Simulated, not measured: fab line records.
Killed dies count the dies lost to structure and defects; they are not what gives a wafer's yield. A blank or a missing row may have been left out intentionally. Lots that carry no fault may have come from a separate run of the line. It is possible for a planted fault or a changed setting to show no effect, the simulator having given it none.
Problem report, 8D (eight disciplines) form, completed by code || flow sky130 || the parts of the form that need people (team, actions taken, sign-off) are left out

== 1. PROBLEM STATEMENT ==
POLY_GATE_CVD_00_THK at SKY_POLY_GATE_THK_MEAS_01 reads a mean of 128.5 nm on 3 wafers of 1 lot; wafers without a fault read 181.1 nm with a standard deviation of 1.7. That is -31 standard deviations from the usual mean.
Earliest sighting: wafer L620.1 on film metro-04 at day 19 16:04. The record has a number at this step for 36 wafers belonging to 12 lots. By rule, "out" or "out of limits" means more than 4 standard deviations away from the usual mean. The rest of the wafers with a number are treated as sound.

== 2. WHAT IT IS; WHAT IT IS NOT ==
{"question": "which readings at this step", "is": "POLY_GATE_CVD_00_THK", "is not": "-"}
{"question": "which lots", "is": "L620", "is not": "L604, L605, L606, L608, L609, L612, L613, L615, L616, L617, L627"}
{"question": "which wafers of those lots", "is": "all that have a number", "is not": "-"}
{"question": "read on which gauges", "is": "film metro-04", "is not": "film metro-01, film metro-03"}
{"question": "when", "is": "from day 19 16:04", "is not": "up to then (30 sound wafers); but 3 sound wafers of L627 came after"}

== 3. WHAT RULES OUT EACH SUSPECT ==
Counting: any tool at a process step up to the reading is kept as a suspect provided that every lot that is out went through it and no sound lot did after the first of them.
- ruled out: the gauge at SKY_POLY_GATE_THK_MEAS_01. All the wafers that are out were read on film metro-04, but those of them that SKY_POLY_GATE_ETCH_17 has rows for are out there too, on other tools.
- lpcvd-01 at SKY_POLY_GATE_CVD_00 (deposits poly-Si, target thk 180 nm, time 720 s): ruled out as a lasting fault. After its first lot that is out, L620 (day 19 14:52), sound lots L627 ran on it.
Left after counting: nothing in the record.

== 4. THE CAUSE (what the simulator had put in) ==
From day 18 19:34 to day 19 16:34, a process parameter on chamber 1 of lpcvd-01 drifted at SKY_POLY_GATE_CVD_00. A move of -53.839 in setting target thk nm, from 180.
The count ruled it out by mistake, since the rule takes a fault to strike every lot its tool runs from the start of the fault on, and this one did not do so.

== 5. THE EFFECT CHAIN, in route order ==
Each row: a reading where the mean over the struck wafers with a number is more than 3 standard deviations away from the usual. Only readings for which the record gives a usual standard deviation are gone through. hours: the time from each lot's start at the first step in this table that gives one to its start at this step, as a median over the lots. sigmas: the change in usual standard deviations.
{"hours": 0, "step": "SKY_POLY_GATE_THK_MEAS_01", "reading": "POLY_GATE_CVD_00_THK", "usual": "181.1 nm", "on struck wafers": 128.5, "change": -52.6, "sigmas": -31}
{"hours": 65, "step": "SKY_POLY_GATE_ETCH_17", "reading": "oes product au", "usual": "0.990 a.u.", "on struck wafers": 0.786, "change": -0.204, "sigmas": -30}
It contains these process steps:
- SKY_POLY_GATE_ETCH_17: etches poly-Si in HBr/Cl2, stops on SiO2, target depth 180 nm, time 70.5 s.
At these later measuring or inspecting steps, every struck wafer for which the step has a row has a number for every such reading, and none has moved that far: SKY_POLY_GATE_CD_MEAS_22.

== 6. HOW IT WOULD HAVE BEEN CAUGHT EARLIER ==
The first out-of-limits reading at a measuring or inspecting step in this record came at day 19 16:04, 20 hours after the fault's start at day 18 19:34.
